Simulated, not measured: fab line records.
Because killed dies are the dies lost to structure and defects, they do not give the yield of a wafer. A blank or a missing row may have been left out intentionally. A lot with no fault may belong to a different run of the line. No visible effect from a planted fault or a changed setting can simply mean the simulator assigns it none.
Split-lot study | flow gf180mcu | 5 lots, 23 wafers read, on a route of 602 steps

== ON THE SPLIT ==
At GF_PSD_IMPLANT_09, the setting dose_cm2 was moved away from the recipe's 1.5e+15 on 10 of the 23 wafers read, by -10.5% to +17.1%. For the rest of the wafers, this setting stayed at what the recipe calls for.

== FROM THE SPLIT ON TO THE READING: in between, the file shows 1 step ==
- GF_PSD_STRIP_10: strips in O2/N2

== THE READING ==
PSD_TW, at GF_PSD_TW_MEAS_11. Fault-free wafers of this fab line usually give 3177, standard deviation 31.

wafer  | tool, chamber at the split | dose_cm2 as run | against the recipe | PSD_TW | against lot-mates on the recipe
L075.2 | implanter-04, 0            | 1.5e+15         | recipe             | 3199   | -
L075.3 | implanter-04, 0            | 1.5e+15         | recipe             | 3219   | -
L075.4 | implanter-04, 0            | 1.5e+15         | recipe             | 3233   | -
L077.1 | implanter-04, 0            | 1.628e+15       | +8.5%              | 3214   | +42
L077.2 | implanter-04, 0            | 1.628e+15       | +8.5%              | 3222   | +50
L077.3 | implanter-04, 0            | 1.628e+15       | +8.5%              | 3203   | +32
L077.4 | implanter-04, 0            | 1.5e+15         | recipe             | 3174   | -
L077.6 | implanter-04, 0            | 1.5e+15         | recipe             | 3169   | -
L080.2 | implanter-04, 0            | 1.343e+15       | -10.5%             | 3153   | -62
L080.3 | implanter-04, 0            | 1.5e+15         | recipe             | 3205   | -
L080.4 | implanter-04, 0            | 1.5e+15         | recipe             | 3234   | -
L080.5 | implanter-04, 0            | 1.343e+15       | -10.5%             | 3132   | -83
L080.6 | implanter-04, 0            | 1.5e+15         | recipe             | 3206   | -
L081.1 | implanter-04, 0            | 1.757e+15       | +17.1%             | 3228   | +80
L081.2 | implanter-04, 0            | 1.5e+15         | recipe             | 3153   | -
L081.3 | implanter-04, 0            | 1.757e+15       | +17.1%             | 3238   | +90
L081.5 | implanter-04, 0            | 1.5e+15         | recipe             | 3143   | -
L081.6 | implanter-04, 0            | 1.757e+15       | +17.1%             | 3238   | +90
L082.2 | implanter-04, 0            | 1.699e+15       | +13.3%             | 3206   | +71
L082.3 | implanter-04, 0            | 1.5e+15         | recipe             | 3132   | -
L082.4 | implanter-04, 0            | 1.5e+15         | recipe             | 3142   | -
L082.5 | implanter-04, 0            | 1.5e+15         | recipe             | 3132   | -
L082.6 | implanter-04, 0            | 1.699e+15       | +13.3%             | 3212   | +77

THE FIT
A straight line over all 23 wafers: PSD_TW changes by +3.15 for each +1% of dose_cm2; r = +0.65; the points scatter about the line by 29.
The same after taking each lot's own level away (the mean of its wafers on the recipe; 23 wafers): +5.53 for each +1%; r = +0.97; scatter 10.
The reading moves by 95 for the largest change in dose_cm2, on that fit.
Measured against the standard deviation above, the lots' own levels, which go from 3135.3 to 3217.0, span 2.6 times it.
So the lot-to-lot level blurs the effect unless lot-mates are compared.
Check: +94.3 against its lot-mates is what the line predicts for one of the wafers moved furthest among these (+17.1%) when that wafer is left out of the fit. Against them it came out at +80.

== FURTHER SPLITS ON THESE WAFERS ==
Before the reading, these wafers also passed through other splits. Each is held against what the fit with the lots' levels taken away leaves over:
other split on the same wafers      | wafers away from the commonest value | r with PSD_TW (lot level and that fit taken away)
GF_HV_LDD_DEVELOP_45 develop_time_s | 7                                    | -0.11
GF_NSD_DEVELOP_06 develop_time_s    | 11                                   | -0.12
GF_PSD_COAT_02 spin_rpm             | 11                                   | -0.24

== THE WHOLE CHAIN: every reading that the file lists as answering this split, in the file's order ==
step              | what it does                 | reading                  | change (the file's fit)                                                              | r (the file's)
GF_PSD_TW_MEAS_11 |                              | PSD_TW                   | +5.49 for each +1% of the setting                                                    | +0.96
GF_PSD_RS_MEAS_15 | measures by four-point-probe | PSD_RS                   | not straight: 113.1 at the lowest setting, 108.6 at the recipe, 105.2 at the highest | not given
GF_PSD_STRIP_10   | strips in O2/N2              | strip_time_to_endpoint_s | withheld for each +1% of the setting, in a fit together with spin_rpm@PSD_COAT_02    | 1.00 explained

== FILE'S OWN FIT ==
PSD_TW changes by +5.49 for each +1% of dose_cm2, r = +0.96.
